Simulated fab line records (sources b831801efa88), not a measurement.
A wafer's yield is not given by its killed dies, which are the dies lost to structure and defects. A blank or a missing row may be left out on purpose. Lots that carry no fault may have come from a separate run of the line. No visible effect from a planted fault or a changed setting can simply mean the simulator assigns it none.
A lot that was struck, set against a sound lot + flow sky130 + 28 out of 708 route steps
Sound: the wafers L159.2, L159.3, L159.4. Wafers L167.2, L167.3, L167.4 were the ones struck. At the end, the cause is stated.
Each step with rows lists, per side, the tool, then ch with its chambers, then its first start. Under that, the readings that differ: sound wafers + struck wafers + difference of the means + sigmas: that difference in standard deviations of wafers without a fault.
alike: readings whose means differ by less than 2 such deviations, and words and numbers that are the same on both sides. not compared: withheld readings, readings that some wafer has no value for, bounds like >300 that may hide the same value, and numbers for which the record gives no deviation and whose values overlap.
Wherever a step has rows on one side only, a row that says differs or no value, or a row with sigmas, the two part there. When numbers do not overlap yet have no deviation, they are printed without sigmas and do not part them. A reading missing from all wafers of one side parts the sides only when that side holds two or more wafers.

first, 5 steps without rows for these wafers: SKY_SONOS_ONO_COAT_08 (resist thk 1140 nm); SKY_SONOS_ONO_SOFTBAKE_09 (time 57.51 s); SKY_SONOS_ONO_EXPOSE_10 (exposes mask ONOM, target cd 410 nm); SKY_SONOS_ONO_PEB_11; SKY_SONOS_ONO_DEVELOP_12 (develop time 60 s).
SKY_SONOS_ONO_CD_MEAS_13: target cd 410 nm.
  struck on cdSem-02, day 16 17:43; sound on cdSem-02, day 14 01:43
  alike: cdNm
SKY_SONOS_ONO_OVL_MEAS_14:
  struck on overlay-02, day 16 17:49; sound on overlay-02, day 14 01:49
  alike: SONOS_ONO_OVL
SKY_SONOS_ONO_ETCH_15: etches the open film in CHF3/O2, target depth 19.52 nm, time 7.8 s.
  sound on rieDiel-03 ch 1,2,3, day 14 01:51; struck on rieDiel-04 ch 1,2,3, day 16 17:50
  alike: drypumpMotorCurrentA, oesProductAu, throttleValvePct
  not compared: rfHoursCounterH
then, 1 step without rows for these wafers: SKY_SONOS_ONO_WET_ETCH_16 (etches SiO2 in dHF, target depth 14 nm, time 280 s).
SKY_SONOS_ONO_STRIP_17: strips in O2/N2.
  sound on plasmaAsher-01 ch 0,1, day 14 01:57; struck on plasmaAsher-01 ch 0,1, day 16 17:57
  alike: drypumpMotorCurrentA, oesProductAu, stripTimeToEndpointS
  not compared: rfHoursCounterH
then, 2 steps without rows for these wafers: SKY_SONOS_ONO_WET_ETCH_18 (etches Si3N4 in H3PO4, target depth 15 nm, time 172 s); SKY_GATE_OXIDE_CLEAN_00 (cleans in SC1/SC2, time 150 s).
SKY_GATE_OXIDE_OXIDATION_01: stabilise 600 s, purge 300 s, target thk 10.268 nm.
  sound on furnace-01 ch 0, day 14 02:10; struck on furnace-01 ch 0, day 16 18:10
| reading                                          | sound             | struck            | difference | sigmas |
|--------------------------------------------------|-------------------|-------------------|------------|--------|
| model.SiO2_of_GATE_OXIDE_OXIDATION_01.thkNm (nm) | 10.07 10.12 9.957 | 11.23 11.27 11.26 | +1.20      |        |
  alike: oxTempCMax, spikeTcBottomC, spikeTcLowerC
SKY_GATE_OXIDE_THK_MEAS_02:
  struck on filmMetro-03, day 16 19:49; sound on filmMetro-03, day 14 03:35
| reading                          | sound            | struck            | difference | sigmas |
|----------------------------------|------------------|-------------------|------------|--------|
| GATE_OXIDE_OXIDATION_00_THK (nm) | 10.06 10.09 9.97 | 11.25 11.22 11.28 | +1.21      | +5     |
  not compared: hold
then, 6 steps without rows for these wafers: SKY_GATE_OXIDE_HMDS_04 (prime time 60 s); SKY_GATE_OXIDE_COAT_05 (resist thk 1140 nm); SKY_GATE_OXIDE_SOFTBAKE_06 (time 60 s); SKY_GATE_OXIDE_EXPOSE_07 (exposes mask LVOM, target cd 600 nm); SKY_GATE_OXIDE_PEB_08; SKY_GATE_OXIDE_DEVELOP_09 (develop time 57.87 s).
SKY_GATE_OXIDE_OVL_MEAS_10:
  struck on overlay-02, day 18 00:05; sound on overlay-02, day 15 06:38
| reading             | sound        | struck         | difference | sigmas |
|---------------------|--------------|----------------|------------|--------|
| GATE_OXIDE_OVL (nm) | 1.9 -0.4 0.9 | -1.8 -1.7 -2.4 | -2.8       | -2     |
then, 2 steps without rows for these wafers: SKY_GATE_OXIDE_IMPLANT_11; SKY_GATE_OXIDE_WET_ETCH_12 (etches SiO2 in dHF, target depth 16.8 nm, time 336 s).
SKY_GATE_OXIDE_STRIP_13: strips in O2/N2.
  sound on plasmaAsher-02 ch 0,1, day 15 06:55; struck on plasmaAsher-02 ch 0,1, day 18 00:22
  alike: drypumpMotorCurrentA, oesProductAu, stripTimeToEndpointS
  not compared: rfHoursCounterH
SKY_GATE_OXIDE_TW_MEAS_14:
  struck on filmMetro-04, day 18 00:43; sound on filmMetro-03, day 15 07:02
| reading       | sound             | struck            | difference | sigmas |
|---------------|-------------------|-------------------|------------|--------|
| GATE_OXIDE_TW | 224.2 224.2 226.4 | 226.7 227.2 227.6 | +2.2       | +2     |
  not compared: hold
SKY_GATE_OXIDE_OXIDATION_16: stabilise 600 s, purge 300 s, target thk 3.57 nm.
  sound on furnace-01 ch 0, day 15 08:12; struck on furnace-02 ch 0, day 18 06:38
| reading                                          | sound             | struck            | difference | sigmas |
|--------------------------------------------------|-------------------|-------------------|------------|--------|
| spikeTcLowerC (C)                                | 800.2 800.0 800.2 | 803.6 801.8 803.9 | +3.0       | +2     |
| model.SiO2_of_GATE_OXIDE_OXIDATION_01.thkNm (nm) | 11.39 11.42 11.26 | 12.53 12.57 12.55 | +1.19      |        |
  alike: oxTempCMax, spikeTcBottomC
then, 1 step without rows for these wafers: SKY_POLY_GATE_CVD_00 (deposits poly-Si, target thk 180 nm, time 720 s).
-- here the record skips 30 days between the struck wafers' starts before and after, leaving off in module POLY_GATE and picking up in module PAD_OPEN (first step shown: number 708 of the route) --
SKY_PAD_OPEN_PROBE_99:
  struck on prober-02, day 48 15:49; sound on prober-01, day 46 19:21
| reading                             | sound                         | struck                        | difference | sigmas |
|-------------------------------------|-------------------------------|-------------------------------|------------|--------|
| model.etest.nfet_16v.rOnOhmUm       | 1.403e+04 1.392e+04 1.389e+04 | 1.438e+04 1.448e+04 1.432e+04 | +4.467e+02 |        |
| model.etest.tipSonos.rsOhmSq        | 2616 2587 2550                | 2865 2853 2850                | +272       |        |
| model.etest.pfetG5v0d10v5.rOnOhmUm  | 4788 4790 4719                | 4999 5054 4995                | +250       |        |
| model.etest.nfetG5v0d10v5.rOnOhmUm  | 1872 1885 1860                | 1971 1999 1976                | +110       |        |
| model.etest.nfetG5v0d10v5.driveUaUm | 611.1 615 621.7               | 555.6 553.2 553.2             | -61.9      |        |
| model.etest.nfet_05v0_nvt.driveUaUm | 588.2 582.9 588.6             | 536 531.8 533.6               | -53        |        |
| model.etest.pfetG5v0d10v5.driveUaUm | 339.8 337.1 342.4             | 319.4 315.4 315.1             | -23.1      |        |
| model.etest.nfet_16v.driveUaUm      | 224.9 225.7 227.8             | 205.7 203.8 204.7             | -21.4      |        |
  alike: killed_at_M0_to_M3, killed_at_M4_up, killedAtContacts, killedAtFrontEnd, killedAtOther, killedDies, killedOpen, killedShort

== WHERE THEY PART ==
First at SKY_GATE_OXIDE_THK_MEAS_02; last, within this record, at SKY_GATE_OXIDE_OXIDATION_16. Later steps at which nothing parts them and some readings are alike: SKY_PAD_OPEN_PROBE_99.

WHY: the cause the simulator had injected
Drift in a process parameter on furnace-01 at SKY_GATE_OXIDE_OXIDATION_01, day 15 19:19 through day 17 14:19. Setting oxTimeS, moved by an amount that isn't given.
